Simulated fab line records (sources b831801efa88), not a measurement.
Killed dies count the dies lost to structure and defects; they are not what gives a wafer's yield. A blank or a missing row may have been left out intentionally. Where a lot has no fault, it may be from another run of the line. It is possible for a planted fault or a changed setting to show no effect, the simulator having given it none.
A single fault, viewed from 2 desks :: flow gf180mcu :: only its own numbers are on each desk; what lay behind them is given at the end

THE TOOL OWNER'S DESK: lpcvd-01
The tool's own readings at GF_POLY_GATE_CVD_00 (deposits poly-Si, target thk 200 nm, time 1200 s): means of the sampled wafers that have a number, for each lot that ran on this tool. A lot is out of limits, marked OUT, if its mean lies more than 4 standard deviations from the usual mean; the brackets give that distance.
Columns: A = pressureMtorr at GF_POLY_GATE_CVD_00, usual 200.1 mTorr; B = spikeTcBottomC at GF_POLY_GATE_CVD_00, usual 643 C; C = susceptorTempC at GF_POLY_GATE_CVD_00, usual 620.02 C; D = zonePowerLowerPct at GF_POLY_GATE_CVD_00, usual 8.8 %; E = zonePowerUpperPct at GF_POLY_GATE_CVD_00, usual 9.0 %
lot: L219
first seen here: day 8 07:08
A: 200.3
B: 638
C: 620.07
D: 8.1
E: 8.3

lot: L220
first seen here: day 8 13:29
A: 200.2
B: 638
C: 620.23
D: 8.1
E: 8.4

lot: L221
first seen here: day 8 23:29
A: 199.9
B: 645
C: 619.79
D: 8.7
E: 9.9

lot: L224
first seen here: day 9 20:02
A: 239.7 (+99 or more) OUT
B: 644
C: 620.13
D: 8.8
E: 9.9

lot: L225
first seen here: day 10 04:22
A: 240.1 (+99 or more) OUT
B: 638
C: 619.97
D: 8.1
E: 8.4

lot: L235
first seen here: day 13 03:19
A: 200.8
B: 639
C: 619.83
D: 8.1
E: 8.3

lot: L238
first seen here: day 13 22:46
A: 199.9
B: 638
C: 619.76
D: 8.2
E: 8.3
This desk finds L224, L225 out of limits, L224 being first, at day 9 20:02 (pressureMtorr at GF_POLY_GATE_CVD_00). In limits: L219, L220, L221, L235, L238.

AT THE METROLOGY DESK
What the gauges read, lot by lot, whatever tool the lot ran on: means of the sampled wafers that have a number. A lot is out of limits, marked OUT, if its mean lies more than 4 standard deviations from the usual mean; the brackets give that distance.
Columns: A = POLY_GATE_CVD_00_THK at GF_POLY_GATE_THK_MEAS_01, usual 200.1 nm; B = cdNm at GF_HV_LDD_CD_MEAS_07, usual 400.1 nm; C = cdNm at GF_HV_LDD_CD_MEAS_46, usual 398.4 nm
lot: L219
first seen here: day 8 09:08
A: 199.7
B: 404.7
C: 393.2

lot: L220
first seen here: day 8 15:31
A: 196.6
B: 398.6
C: 399.1

lot: L221
first seen here: day 9 01:29
A: 198.9
B: 399.3
C: 395.9

lot: L222
first seen here: day 9 07:19
A: 202.0
B: 403.4
C: 398.6

lot: L224
first seen here: day 9 22:03
A: 218.4 (+8.3) OUT
B: 399.1
C: 398.4

lot: L225
first seen here: day 10 06:22
A: 218.7 (+8.5) OUT
B: 399.9
C: 397.5

lot: L235
first seen here: day 13 04:40
A: 201.1
B: 398.6
C: 398.0

lot: L236
first seen here: day 13 11:53
A: 202.0
B: 403.0
C: 402.0

lot: L237
first seen here: day 13 21:04
A: 204.4
B: 399.3
C: 398.9

lot: L238
first seen here: day 14 00:07
A: 200.1
B: 399.6
C: 401.7

lot: L240
first seen here: day 14 18:11
A: 203.6
B: 398.0
C: 398.5

lot: L241
first seen here: day 15 02:21
A: 199.7
B: 402.3
C: 398.6

lot: L242
first seen here: day 15 02:22
A: 202.4
B: 403.1
C: 397.7
Per this desk, out of limits: L224, L225; the first was L224, day 9 22:03 (POLY_GATE_CVD_00_THK at GF_POLY_GATE_THK_MEAS_01). In limits: L219, L220, L221, L222, L235, L236, L237, L238, L240, L241, L242.

PUT TOGETHER
The tool owner's desk could have raised an alarm at day 9 20:02, on L224, L225.
On L224, L225, the metrology desk was in a position to raise an alarm at day 9 22:03.
Of the lots named, all ran GF_POLY_GATE_CVD_00 on lpcvd-01.

WHAT THE SIMULATOR PUT IN
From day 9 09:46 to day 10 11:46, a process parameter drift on lpcvd-01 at GF_POLY_GATE_CVD_00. A move of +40 in setting pressureMtorr, from 200. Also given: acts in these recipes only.
Lots struck among those shown: L224, L225.
Delay (hours) between the fault's onset and each desk's first out-of-limits reading: 10 at the tool owner's desk, 12 at the metrology desk.
